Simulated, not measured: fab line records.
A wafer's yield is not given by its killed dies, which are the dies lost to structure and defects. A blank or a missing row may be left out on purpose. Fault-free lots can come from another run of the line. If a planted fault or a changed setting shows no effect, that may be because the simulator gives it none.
Which tool did it?	flow gf180mcu	13 lots with 39 wafers sampled at 5 steps, on a route of 602 steps

## WHAT EACH GAUGE READ, for each wafer
GF_V5_BOW_MEAS_05. Usual: for V5_BOW the level is 132 um and the standard deviation is 9.1.
lot	measured	on	V5_BOW (um)	flag
L678	day 26 17:53	film metro-02	120 123 120	
L679	day 26 20:39	film metro-02	110 118 122	
L680	day 27 03:17	film metro-03	141 131 133	
L681	day 27 15:04	film metro-02	139 136 136	
L682	day 28 01:43	film metro-03	145 144 131	
L687	day 29 13:08	film metro-03	136 124 129	
L688	day 29 16:34	film metro-04	124 126 123	
L693	day 31 07:41	film metro-04	125 132 125	
L694	day 31 08:44	film metro-02	136 140 149	
L697	day 32 04:35	film metro-04	131 129 144	
L698	day 32 08:40	film metro-04	140 139 125	
L699	day 32 12:11	film metro-02	131 129 137	
L700	day 32 18:11	film metro-04	124 122 131	

GF_V5_OVL_MEAS_15. Usual: for V5_OVL the level is -4 nm and the standard deviation is 6.7.
lot	measured	on	V5_OVL (nm)	flag
L678	day 27 14:52	overlay-02	-2 -11 -8	
L679	day 27 17:28	overlay-01	-17 -19 -22	
L680	day 28 00:09	overlay-01	1 -2 9	
L681	day 28 10:34	overlay-01	-5 -3 -5	
L682	day 28 21:16	overlay-02	-4 5 -7	
L687	day 30 07:24	overlay-02	-6 -5 -6	
L688	day 30 11:12	overlay-02	5 -2 -8	
L693	day 32 00:45	overlay-02	-16 -8 -6	
L694	day 32 02:25	overlay-02	0 6 1	
L697	day 32 20:54	overlay-01	-1 -2 3	
L698	day 33 00:42	overlay-01	-2 -3 -4	
L699	day 33 04:49	overlay-01	-13 -18 -4	
L700	day 33 10:31	overlay-01	-10 -10 -13	

GF_V5_RS_MEAS_24: the measuring method here is four-point-probe. Usual: for V5_W_RS the level is 0.326 ohm/sq and the standard deviation is 0.0032.
lot	measured	on	V5_W_RS (ohm/sq)	flag
L678	day 27 15:52	film metro-04	0.327 0.329 0.328	
L679	day 27 18:28	film metro-04	0.323 0.326 0.326	
L680	day 28 01:05	film metro-03	0.328 0.325 0.327	
L681	day 28 11:32	film metro-03	0.331 0.330 0.332	
L682	day 28 22:21	film metro-03	0.333 0.335 0.332	
L687	day 30 08:20	film metro-03	0.321 0.326 0.324	
L688	day 30 12:08	film metro-03	0.325 0.324 0.329	
L693	day 32 01:43	film metro-03	0.329 0.327 0.329	
L694	day 32 03:24	film metro-03	0.328 0.324 0.325	
L697	day 32 21:55	film metro-02	0.324 0.328 0.325	
L698	day 33 01:38	film metro-03	0.321 0.324 0.321	
L699	day 33 05:46	film metro-02	0.327 0.324 0.320	
L700	day 33 11:28	film metro-04	0.325 0.325 0.321	

## WHAT TOOL EACH LOT RAN ON (gives the tool, then ch and the chambers of the sampled wafers, and finally the start)
lot	GF_V5_CMP_04	GF_V5_ETCH_17
L678	cmp-02 ch 0,3, day 26 17:33	rie diel-04 ch 2,3, day 27 15:52 or earlier
L679	cmp-02 ch 1,2, day 26 20:22	rie diel-03 ch 0,2,3, day 27 18:28 or earlier
L680	cmp-01 ch 0,1,2, day 27 02:59	rie diel-02 ch 0,1,2, day 28 01:05 or earlier
L681	cmp-02 ch 0,1,3, day 27 14:51	rie diel-02 ch 0,1,2, day 28 11:32 or earlier
L682	cmp-02 ch 0,1,3, day 28 01:31	rie diel-04 ch 2,3, day 28 22:21 or earlier
L687	cmp-01 ch 0,1,3, day 29 12:56	rie diel-02 ch 0,1,2, day 30 08:20 or earlier
L688	cmp-02 ch 1,2,3, day 29 16:19	rie diel-04 ch 1,2,3, day 30 12:08 or earlier
L693	cmp-02 ch 0,2, day 31 07:26	rie diel-02 ch 1,2, day 32 01:43 or earlier
L694	cmp-02 ch 0,1,2, day 31 08:27	rie diel-02 ch 0,1, day 32 03:24 or earlier
L697	cmp-02 ch 0,1,2, day 32 04:17	rie diel-03 ch 2,3, day 32 21:55 or earlier
L698	cmp-01 ch 1,2, day 32 08:22	rie diel-04 ch 0,2,3, day 33 01:38 or earlier
L699	cmp-02 ch 0,1,3, day 32 11:50	rie diel-03 ch 0,3, day 33 05:46 or earlier
L700	cmp-01 ch 1,2,3, day 32 17:55	rie diel-02 ch 0,2,3, day 33 11:28 or earlier
- GF_V5_CMP_04: polishes SiO2.
- GF_V5_ETCH_17: etches SiO2 in C4F8/O2/Ar, stops on TiN, target depth 855 nm.

## AS READ BY THE TOOLS THEMSELVES (means over the sampled wafers that have a number; for cases with no such wafer, the mark the record gives instead)
GF_V5_CMP_04. Usual: motor current A 12.1 A, standard deviation 0.71.
lot	tool	motor current A (A)	flag
L678	cmp-02	11.9	
L679	cmp-02	11.9	
L680	cmp-01	12.1	
L681	cmp-02	12.0	
L682	cmp-02	11.6	
L687	cmp-01	12.5	
L688	cmp-02	12.2	
L693	cmp-02	11.9	
L694	cmp-02	11.5	
L697	cmp-02	11.8	
L698	cmp-01	12.5	
L699	cmp-02	11.8	
L700	cmp-01	12.6	

GF_V5_ETCH_17. Usual: oes product au 0.859 a.u., standard deviation 0.0044.
lot	tool	oes product au (a.u.)	flag
L678	rie diel-04	0.860	
L679	rie diel-03	0.859	
L680	rie diel-02	0.862	
L681	rie diel-02	0.857	
L682	rie diel-04	0.861	
L687	rie diel-02	0.846	
L688	rie diel-04	0.858	
L693	rie diel-02	0.859	
L694	rie diel-02	0.860	
L697	rie diel-03	0.861	
L698	rie diel-04	0.860	
L699	rie diel-03	0.862	
L700	rie diel-02	0.858	

## THE ANSWER, worked out from the rows above alone
Rule: a lot counts as off when the mean over its wafers that have a number is more than 3 standard deviations away from the usual mean. Also off: a lot with no number at a reading for which 4 or more lots have one. Any other lot the step has rows for is counted as sound. First the gauges in route order, then the tools' own readings, where a lot's mean is used as printed above. The first step at which some lot is off is used, and at that step the reading that is off furthest; a lot without a number counts as furthest.
Nothing can be told from this: no lot is off at any reading shown.

## WHAT HAD BEEN PUT IN BY THE SIMULATOR
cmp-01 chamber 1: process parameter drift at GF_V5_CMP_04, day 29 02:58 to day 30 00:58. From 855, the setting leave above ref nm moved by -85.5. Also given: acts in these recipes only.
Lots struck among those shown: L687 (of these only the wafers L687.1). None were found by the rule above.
